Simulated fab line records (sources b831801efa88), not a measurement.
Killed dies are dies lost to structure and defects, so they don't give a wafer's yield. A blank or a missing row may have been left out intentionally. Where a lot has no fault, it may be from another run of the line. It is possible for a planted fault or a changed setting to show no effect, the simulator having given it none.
Problem report, 8D (eight disciplines) form, completed by code	flow sfqLine	the parts of the form that need people (team, actions taken, sign-off) are left out

## 1. WHAT WENT WRONG
Mean of rfFwdPowerW at SFQ_TRILAYER_I2_DEP_PECVD_063: 211.9 W across 6 wafers in 2 lots; on wafers with no fault it is 182.4 W (standard deviation 0.54). That is +55 standard deviations from the usual mean.
The step: deposits SiO2 from SiH4/N2O, time 111.11 s, target thk 500 nm.
The first sign was on wafer L999.1 at day 40 15:28, on pecvd-03. The record holds 42 wafers of 14 lots with a number at this step. By rule, "out" or "out of limits" means more than 4 standard deviations away from the usual mean. All remaining wafers that have a number are taken as sound.

## 2. WHAT IT IS, AND WHAT IT ISN'T
question	is	is not
which readings at this step	rfFwdPowerW	-
which lots	L100, L999	L101, L107, L109, L110, L111, L112, L113, L114, L115, L993, L994, L997
which wafers of those lots	all that have a number	-
read on which tools	pecvd-03	pecvd-02, pecvd-04
when	from day 40 15:28	up to then (9 sound wafers); but 27 sound wafers of L101, L107, L109, L110, L111, L112, L113, L114, L115 came after

## 3. WHAT RULES OUT EACH SUSPECT
Counting: a tool at any process step up to the reading remains a suspect when it ran all the lots that are out and ran no sound lot after the first of those.
- pecvd-03 at SFQ_TRILAYER_I2_DEP_PECVD_063 (deposits SiO2 from SiH4/N2O, time 111.11 s, target thk 500 nm): ruled out as a lasting fault. Following L999 (day 40 15:28), the first lot on it that is out, the sound lots L110, L112, L113 were run on it.
Left after counting: nothing in the record.

## 4. THE CAUSE (what the simulator had put in)
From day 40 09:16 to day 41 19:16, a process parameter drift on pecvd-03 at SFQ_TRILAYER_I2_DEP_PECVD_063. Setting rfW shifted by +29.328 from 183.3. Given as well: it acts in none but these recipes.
Counting ruled it out, wrongly.

## 5. THE CHAIN OF EFFECTS, in route order
Rows list readings where the struck wafers' mean (over those with a number) sits beyond 3 standard deviations from the usual. Scope: only readings with a usual standard deviation given in the record; hours: median across lots of the time from each lot's start at the first step in this table that gives one to its start at this step; sigmas: change in usual standard deviations.
hours	step	reading	usual	on struck wafers	change	sigmas
0	SFQ_TRILAYER_I2_DEP_PECVD_063	rfFwdPowerW	182.4 W	211.9	+29.5	+55
The process steps in it:
- SFQ_TRILAYER_I2_DEP_PECVD_063: deposits SiO2 from SiH4/N2O, time 111.11 s, target thk 500 nm.

## 6. WHAT WOULD HAVE CAUGHT IT SOONER
6 hours passed between the start of the fault at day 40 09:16 and the first reading out of limits in this record, taken at day 40 15:28.
